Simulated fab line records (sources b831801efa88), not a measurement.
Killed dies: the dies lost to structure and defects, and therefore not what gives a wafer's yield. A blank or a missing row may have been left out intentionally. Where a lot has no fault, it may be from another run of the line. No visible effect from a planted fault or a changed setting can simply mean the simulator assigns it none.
Which tool did it? :: flow gf180mcu :: 39 wafers from 13 lots sampled at 4 of the route's 602 steps

## WHAT EACH GAUGE READ, for each wafer
GF_M4_CD_MEAS_14: target cd 280 nm.
lot: L269
measured: day 23 08:01
on: cdSem-02
cdNm (nm): 281.6 282.2 281.4

lot: L270
measured: day 23 18:20
on: cdSem-01
cdNm (nm): 280.3 280.4 281.6

lot: L274
measured: day 25 08:41
on: cdSem-01
cdNm (nm): 279.8 280.3 280.8

lot: L276
measured: day 25 23:12
on: cdSem-02
cdNm (nm): 279.9 281.3 278.9

lot: L277
measured: day 26 11:37
on: cdSem-02
cdNm (nm): 280.1 279.6 280.7

lot: L282
measured: day 28 21:31
on: cdSem-02
cdNm (nm): 280.1 278.6 280.2

lot: L285
measured: day 29 03:09
on: cdSem-02
cdNm (nm): 279.7 278.0 277.8

lot: L284
measured: day 29 04:16
on: cdSem-01
cdNm (nm): 277.5 278.9 278.7

lot: L288
measured: day 29 12:59
on: cdSem-02
cdNm (nm): 278.9 278.7 278.3

lot: L287
measured: day 29 17:55
on: cdSem-02
cdNm (nm): 280.6 279.4 279.8

lot: L289
measured: day 30 02:11
on: cdSem-02
cdNm (nm): 280.5 280.5 278.8

lot: L290
measured: day 30 06:51
on: cdSem-01
cdNm (nm): 280.0 280.4 280.2

lot: L291
measured: day 30 12:09
on: cdSem-02
cdNm (nm): 277.9 278.9 277.4

GF_TOP_METAL_CD_MEAS_14: target cd 440 nm.
lot: L269
measured: day 28 01:29
on: cdSem-02
cdNm (nm): 438.0 439.5 439.9

lot: L270
measured: day 28 09:32
on: cdSem-02
cdNm (nm): 445.0 442.3 444.9

lot: L274
measured: day 29 19:47
on: cdSem-02
cdNm (nm): 437.8 437.3 438.2

lot: L276
measured: day 30 06:53
on: cdSem-02
cdNm (nm): 436.7 435.5 434.7

lot: L277
measured: day 30 18:22
on: cdSem-02
cdNm (nm): 439.0 438.2 440.9

lot: L288
measured: day 33 11:05
on: cdSem-02
cdNm (nm): 438.9 439.5 439.7

lot: L287
measured: day 33 14:41
on: cdSem-02
cdNm (nm): 438.7 439.4 438.4

lot: L289
measured: day 33 20:40
on: cdSem-02
cdNm (nm): 441.4 439.5 439.9

lot: L290
measured: day 34 00:56
on: cdSem-02
cdNm (nm): 436.2 436.5 436.2

lot: L291
measured: day 34 06:31
on: cdSem-02
cdNm (nm): 442.8 441.3 443.8

## WHICH TOOL RAN EACH LOT (tool, then ch and the chambers of the sampled wafers, then the start)
lot: L269
GF_M4_SPUTTER_00: pvdSputter-02, day 22 08:58
GF_V5_STRIP_18: plasmaAsher-03 ch 0,1, day 27 03:56

lot: L270
GF_M4_SPUTTER_00: pvdSputter-01, day 22 20:08
GF_V5_STRIP_18: plasmaAsher-02 ch 0,1, day 27 12:13

lot: L274
GF_M4_SPUTTER_00: pvdSputter-02, day 24 11:07
GF_V5_STRIP_18: plasmaAsher-04 ch 1, day 28 23:23

lot: L276
GF_M4_SPUTTER_00: pvdSputter-01, day 25 01:14
GF_V5_STRIP_18: plasmaAsher-03 ch 0,1, day 29 11:32

lot: L277
GF_M4_SPUTTER_00: pvdSputter-02, day 25 14:11
GF_V5_STRIP_18: plasmaAsher-03 ch 0,1, day 29 23:01

lot: L282
GF_M4_SPUTTER_00: pvdSputter-03, day 28 01:58
GF_V5_STRIP_18: plasmaAsher-03 ch 0,1, day 32 02:54

lot: L285
GF_M4_SPUTTER_00: pvdSputter-01, day 28 07:44
GF_V5_STRIP_18: plasmaAsher-03 ch 0,1, day 32 07:04

lot: L284
GF_M4_SPUTTER_00: pvdSputter-01, day 28 09:48
GF_V5_STRIP_18: plasmaAsher-03 ch 0,1, day 32 09:14

lot: L288
GF_M4_SPUTTER_00: pvdSputter-03, day 28 17:48
GF_V5_STRIP_18: plasmaAsher-03 ch 0,1, day 32 17:25

lot: L287
GF_M4_SPUTTER_00: pvdSputter-01, day 28 23:42
GF_V5_STRIP_18: plasmaAsher-04 ch 0,1, day 32 20:59

lot: L289
GF_M4_SPUTTER_00: pvdSputter-03, day 29 07:08
GF_V5_STRIP_18: plasmaAsher-04 ch 0,1, day 33 03:17

lot: L290
GF_M4_SPUTTER_00: pvdSputter-01, day 29 12:04
GF_V5_STRIP_18: plasmaAsher-04 ch 0,1, day 33 07:52

lot: L291
GF_M4_SPUTTER_00: pvdSputter-01, day 29 17:29
GF_V5_STRIP_18: plasmaAsher-04 ch 0,1, day 33 13:46
- GF_M4_SPUTTER_00: material Ti, target thk 37.5 nm, time 150 s.
- GF_V5_STRIP_18: strips in O2/N2.

## AS READ BY THE TOOLS THEMSELVES (means over the sampled wafers that have a number; for cases with no such wafer, the mark the record gives instead)
GF_M4_SPUTTER_00.
lot: L269
tool: pvdSputter-02
substrateTempC (C): 199.90
throttleValvePct (%): 29.9

lot: L270
tool: pvdSputter-01
substrateTempC (C): 199.97
throttleValvePct (%): 29.9

lot: L274
tool: pvdSputter-02
substrateTempC (C): 199.87
throttleValvePct (%): 30.0

lot: L276
tool: pvdSputter-01
substrateTempC (C): 200.13
throttleValvePct (%): 29.7

lot: L277
tool: pvdSputter-02
substrateTempC (C): 200.06
throttleValvePct (%): 29.4

lot: L282
tool: pvdSputter-03
substrateTempC (C): 200.07
throttleValvePct (%): 28.9

lot: L285
tool: pvdSputter-01
substrateTempC (C): 199.86
throttleValvePct (%): 30.5

lot: L284
tool: pvdSputter-01
substrateTempC (C): 200.05
throttleValvePct (%): 30.3

lot: L288
tool: pvdSputter-03
substrateTempC (C): 199.84
throttleValvePct (%): 30.1

lot: L287
tool: pvdSputter-01
substrateTempC (C): 200.01
throttleValvePct (%): 30.6

lot: L289
tool: pvdSputter-03
substrateTempC (C): 200.01
throttleValvePct (%): 28.6

lot: L290
tool: pvdSputter-01
substrateTempC (C): 199.93
throttleValvePct (%): 30.6

lot: L291
tool: pvdSputter-01
substrateTempC (C): 199.98
throttleValvePct (%): 30.3

GF_V5_STRIP_18.
lot: L269
tool: plasmaAsher-03
chamberPressureMTorr (mTorr): 1500.5
drypumpMotorCurrentA (A): 6.2
heaterPowerW (W): 300
oesProductAu (a.u.): 0.563

lot: L270
tool: plasmaAsher-02
chamberPressureMTorr (mTorr): 1500.4
drypumpMotorCurrentA (A): 5.6
heaterPowerW (W): 345
oesProductAu (a.u.): 0.564

lot: L274
tool: plasmaAsher-04
chamberPressureMTorr (mTorr): 1499.3
drypumpMotorCurrentA (A): 5.7
heaterPowerW (W): 322
oesProductAu (a.u.): 0.567

lot: L276
tool: plasmaAsher-03
chamberPressureMTorr (mTorr): 1499.8
drypumpMotorCurrentA (A): 5.9
heaterPowerW (W): 295
oesProductAu (a.u.): 0.565

lot: L277
tool: plasmaAsher-03
chamberPressureMTorr (mTorr): 1500.0
drypumpMotorCurrentA (A): 6.2
heaterPowerW (W): 305
oesProductAu (a.u.): 0.567

lot: L282
tool: plasmaAsher-03
chamberPressureMTorr (mTorr): -
drypumpMotorCurrentA (A): -
heaterPowerW (W): -
oesProductAu (a.u.): -

lot: L285
tool: plasmaAsher-03
chamberPressureMTorr (mTorr): -
drypumpMotorCurrentA (A): -
heaterPowerW (W): -
oesProductAu (a.u.): -

lot: L284
tool: plasmaAsher-03
chamberPressureMTorr (mTorr): -
drypumpMotorCurrentA (A): -
heaterPowerW (W): -
oesProductAu (a.u.): -

lot: L288
tool: plasmaAsher-03
chamberPressureMTorr (mTorr): 1499.8
drypumpMotorCurrentA (A): 5.9
heaterPowerW (W): 298
oesProductAu (a.u.): 0.567

lot: L287
tool: plasmaAsher-04
chamberPressureMTorr (mTorr): 1500.3
drypumpMotorCurrentA (A): 5.6
heaterPowerW (W): 319
oesProductAu (a.u.): 0.565

lot: L289
tool: plasmaAsher-04
chamberPressureMTorr (mTorr): 1500.9
drypumpMotorCurrentA (A): 5.6
heaterPowerW (W): 323
oesProductAu (a.u.): 0.572

lot: L290
tool: plasmaAsher-04
chamberPressureMTorr (mTorr): 1499.7
drypumpMotorCurrentA (A): 5.6
heaterPowerW (W): 316
oesProductAu (a.u.): 0.569

lot: L291
tool: plasmaAsher-04
chamberPressureMTorr (mTorr): 1500.1
drypumpMotorCurrentA (A): 5.6
heaterPowerW (W): 326
oesProductAu (a.u.): 0.564

## THE ANSWER, worked out from the rows above alone
Rule: what is usual is taken from the lots themselves. The widest of any qualifying gaps counts: lots, ordered by their means at a reading, are off when they make up no more than a third of the lots, leave a main group of 4 or more, and stand apart from it by 3 or more times the standard deviation of that group's means. A main group is skipped when, at the precision printed for the reading in the tables above, its means are all equal. A lot without any number at a reading at which 4 lots or more have one is off too. All remaining lots with rows at the step are treated as sound. After the gauges, taken in route order, come the tools' own readings; for these a lot's mean is taken, as printed above. At the first step where some lot is off, the reading lying furthest off is the one used; lots without a number count as furthest.
Off, at GF_V5_STRIP_18 on chamberPressureMTorr: L282, L285, L284. Without a number there: L282, L285, L284. The main group: mean 1500.1 mTorr, standard deviation 0.44.
A tool fits if, at that step or a process step before it, it ran every lot that is off, and no sound lot after the first of them. No candidate that was tried fits.

## WHAT THE SIMULATOR PUT IN
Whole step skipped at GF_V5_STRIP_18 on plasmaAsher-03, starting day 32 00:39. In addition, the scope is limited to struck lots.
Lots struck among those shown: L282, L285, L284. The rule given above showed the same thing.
